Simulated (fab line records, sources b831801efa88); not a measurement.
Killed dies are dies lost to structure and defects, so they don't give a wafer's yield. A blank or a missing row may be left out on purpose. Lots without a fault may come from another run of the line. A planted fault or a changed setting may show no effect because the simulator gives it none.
Split-lot experiment | flow gf180mcu | 5 lots, 23 wafers read, on a route of 602 steps

THE SPLIT
At GF_HV_LDD_IMPLANT_09, the setting dose_cm2 was moved away from the recipe's 1e+14 on 7 of the 23 wafers read, by -10.0% to +14.8%. The other wafers ran this setting at the recipe's value.

FROM THE SPLIT TO THE READING: what the file shows between them, 9 steps
- GF_HV_LDD_STRIP_10: strips in O2/N2
- GF_HV_LDD_TW_MEAS_11
- GF_HV_LDD_DEVELOP_30: develop time 60 s (also split here: dev_temp_c)
- GF_HV_LDD_CD_MEAS_31: target cd 400 nm
- GF_HV_LDD_COAT_41: resist thk 1000 nm (also split here: resist_thk_nm)
- GF_HV_LDD_IMPLANT_48 (also split here: energy_kev)
- GF_HV_LDD_STRIP_49: strips in O2/N2
- GF_HV_LDD_CLEAN_51: cleans in SC1/SC2, time 150 s
- GF_HV_LDD_RTA_52: time 10 s

THE READING
HV_LDD_RS, in ohm/sq, at GF_HV_LDD_RS_MEAS_53 (measures by four-point-probe). Fault-free wafers of this fab line usually give 417.1 ohm/sq, standard deviation 1.2 ohm/sq.

wafer  | tool, chamber at the split | dose_cm2 as run | against the recipe | HV_LDD_RS, ohm/sq | against lot-mates on the recipe
L074.1 | implanter-02, 0            | 1.148e+14       | +14.8%             | 392.4             | -24.9
L074.2 | implanter-02, 0            | 1.148e+14       | +14.8%             | 390.7             | -26.6
L074.4 | implanter-02, 0            | 1.148e+14       | +14.8%             | 391.3             | -26.0
L074.5 | implanter-02, 0            | 1e+14           | recipe             | 418.2             | -
L074.6 | implanter-02, 0            | 1e+14           | recipe             | 416.4             | -
L075.1 | implanter-01, 0            | 1e+14           | recipe             | 417.0             | -
L075.5 | implanter-01, 0            | 1e+14           | recipe             | 416.5             | -
L075.6 | implanter-01, 0            | 1e+14           | recipe             | 416.4             | -
L078.1 | implanter-02, 0            | 1e+14           | recipe             | 415.7             | -
L078.3 | implanter-02, 0            | 9.001e+13       | -10.0%             | 435.1             | +19.6
L078.4 | implanter-02, 0            | 9.001e+13       | -10.0%             | 434.2             | +18.7
L078.5 | implanter-02, 0            | 1e+14           | recipe             | 415.2             | -
L078.6 | implanter-02, 0            | 1e+14           | recipe             | 415.7             | -
L079.1 | implanter-02, 0            | 1e+14           | recipe             | 416.5             | -
L079.3 | implanter-02, 0            | 9.004e+13       | -10.0%             | 435.9             | +20.1
L079.4 | implanter-02, 0            | 9.004e+13       | -10.0%             | 436.1             | +20.3
L079.5 | implanter-02, 0            | 1e+14           | recipe             | 415.8             | -
L079.6 | implanter-02, 0            | 1e+14           | recipe             | 415.2             | -
L085.1 | implanter-03, 0            | 1e+14           | recipe             | 419.4             | -
L085.3 | implanter-03, 0            | 1e+14           | recipe             | 417.7             | -
L085.4 | implanter-03, 0            | 1e+14           | recipe             | 418.4             | -
L085.5 | implanter-03, 0            | 1e+14           | recipe             | 418.3             | -
L085.6 | implanter-03, 0            | 1e+14           | recipe             | 418.8             | -

THE FIT
A straight line over all 23 wafers: HV_LDD_RS changes by -1.77 ohm/sq for each +1% of dose_cm2; r = -0.99; the points scatter about the line by 1.3 ohm/sq.
The same after taking each lot's own level away (the mean of its wafers on the recipe; 23 wafers): -1.83 ohm/sq for each +1%; r = -1.00; scatter 0.88 ohm/sq.
On that fit, the largest move of dose_cm2 shifts the reading by 27 ohm/sq.
The lots' own levels span 415.53 to 418.52 ohm/sq, that is 2.5 times the standard deviation above.
So the lot-to-lot level changes the slope little: the two slopes agree.
Check: with one of the wafers moved furthest among these (+14.8%) left out of the fit, the line predicts -27.3 ohm/sq for it against its lot-mates. It came out at -24.9 ohm/sq against them.

OTHER SPLITS ON THESE WAFERS
These wafers also went through other splits before the reading. Each is held against what the fit with the lots' levels taken away leaves over:
other split on the same wafers   | wafers away from the commonest value | r with HV_LDD_RS (lot level and that fit taken away)
GF_POLY_GATE_PEB_08 peb_temp_c   | 4                                    | -0.06
GF_POLY_GATE_ETCH_12 source_w    | 10                                   | -0.26
GF_POLY_GATE_OXIDATION_16 temp_c | 15                                   | +0.16
GF_HV_LDD_DEVELOP_30 dev_temp_c  | 7                                    | -0.16
GF_HV_LDD_COAT_41 resist_thk_nm  | 8                                    | +0.18
GF_HV_LDD_IMPLANT_48 energy_kev  | 5                                    | +0.10

THE WHOLE CHAIN: every reading that the file lists as answering this split, in the file's order
step                 | what it does                 | reading   | change (the file's fit)           | r (the file's)
GF_HV_LDD_TW_MEAS_11 |                              | HV_LDD_TW | +6.67 for each +1% of the setting | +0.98
GF_HV_LDD_RS_MEAS_53 | measures by four-point-probe | HV_LDD_RS | -1.85 for each +1% of the setting | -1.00

THE FILE'S OWN FIT
HV_LDD_RS changes by -1.85 ohm/sq for each +1% of dose_cm2, r = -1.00.
